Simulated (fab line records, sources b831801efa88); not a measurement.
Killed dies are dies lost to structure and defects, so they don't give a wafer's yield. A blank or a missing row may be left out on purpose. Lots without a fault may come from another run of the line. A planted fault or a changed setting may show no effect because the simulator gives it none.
Which tool did it? | flow gf180mcu | 6 lots, 16 wafers sampled, at 5 steps of a route of 602

WHAT THE GAUGES READ, wafer by wafer
GF_V3_THK_MEAS_03.
lot  | measured     | on            | V3_CVD_02_THK (nm)
L664 | day 22 08:11 | film_metro-03 | 850 842 860
L667 | day 23 13:08 | film_metro-02 | 1298 861
L669 | day 23 22:58 | film_metro-02 | 861 1289
L678 | day 27 11:00 | film_metro-03 | 844 852 856
L680 | day 27 18:58 | film_metro-02 | 842 854 849
L685 | day 29 07:08 | film_metro-01 | 836 838 832

WHICH TOOL RAN EACH LOT (tool, then ch and the chambers of the sampled wafers, then the start)
lot  | GF_V1_CVD_23                  | GF_M2_SPUTTER_00             | GF_M3_SPUTTER_04             | GF_V3_CVD_02
L664 | cvd_w-01 ch 0,1, day 19 02:47 | pvd_sputter-02, day 19 03:23 | pvd_sputter-04, day 21 07:47 | pecvd-04 ch 0,1,2, day 22 08:07
L667 | cvd_w-02 ch 1, day 20 09:10   | pvd_sputter-02, day 20 09:48 | pvd_sputter-03, day 22 12:47 | pecvd-04 ch 0,2, day 23 13:02
L669 | cvd_w-02 ch 1, day 20 19:49   | pvd_sputter-01, day 20 20:25 | pvd_sputter-03, day 22 23:17 | pecvd-04 ch 0,1, day 23 22:55
L678 | cvd_w-02 ch 0,1, day 24 14:28 | pvd_sputter-01, day 24 15:01 | pvd_sputter-04, day 26 13:53 | pecvd-04 ch 0,1, day 27 10:55
L680 | cvd_w-01 ch 0,1, day 24 23:33 | pvd_sputter-01, day 25 00:08 | pvd_sputter-03, day 26 21:46 | pecvd-02 ch 1,2, day 27 18:51
L685 | cvd_w-02 ch 0,1, day 26 13:01 | pvd_sputter-01, day 26 14:01 | pvd_sputter-02, day 28 10:30 | pecvd-01 ch 0,1,2, day 29 07:04
- GF_V1_CVD_23: deposits W, target thk 350 nm, time 105.05 s.
- GF_M2_SPUTTER_00: material Ti, target thk 37.5 nm, time 150 s.
- GF_M3_SPUTTER_04: material TiN, target thk 50 nm, time 41.7 s.
- GF_V3_CVD_02: deposits SiO2 from TEOS, target thk 850 nm, time 94.851 s.

THE ANSWER, worked out from the rows above alone
Rule: what is usual is taken from the lots themselves. Put in order of their means at a reading, lots are off if they are a third of the lots or fewer, leave a main group of 4 or more, and stand apart from it by a gap of 3 or more times the standard deviation of the main group's means; of several such gaps the widest counts. A main group whose means are all the same, to the digits that the tables above print for the reading, isn't used. A lot without any number at a reading at which 4 lots or more have one is off too. The other lots that the step has rows for count as sound.
Off: L667, L669, at GF_V3_THK_MEAS_03 (V3_CVD_02_THK). The main group: mean 846 nm, standard deviation 6.4.
A tool fits if, at a process step before that reading, it ran every lot that is off, and no sound lot after the first of them. The gauges at GF_V3_THK_MEAS_03 are tried like those tools. None of those tried fits.

WHAT THE SIMULATOR HAD PUT IN
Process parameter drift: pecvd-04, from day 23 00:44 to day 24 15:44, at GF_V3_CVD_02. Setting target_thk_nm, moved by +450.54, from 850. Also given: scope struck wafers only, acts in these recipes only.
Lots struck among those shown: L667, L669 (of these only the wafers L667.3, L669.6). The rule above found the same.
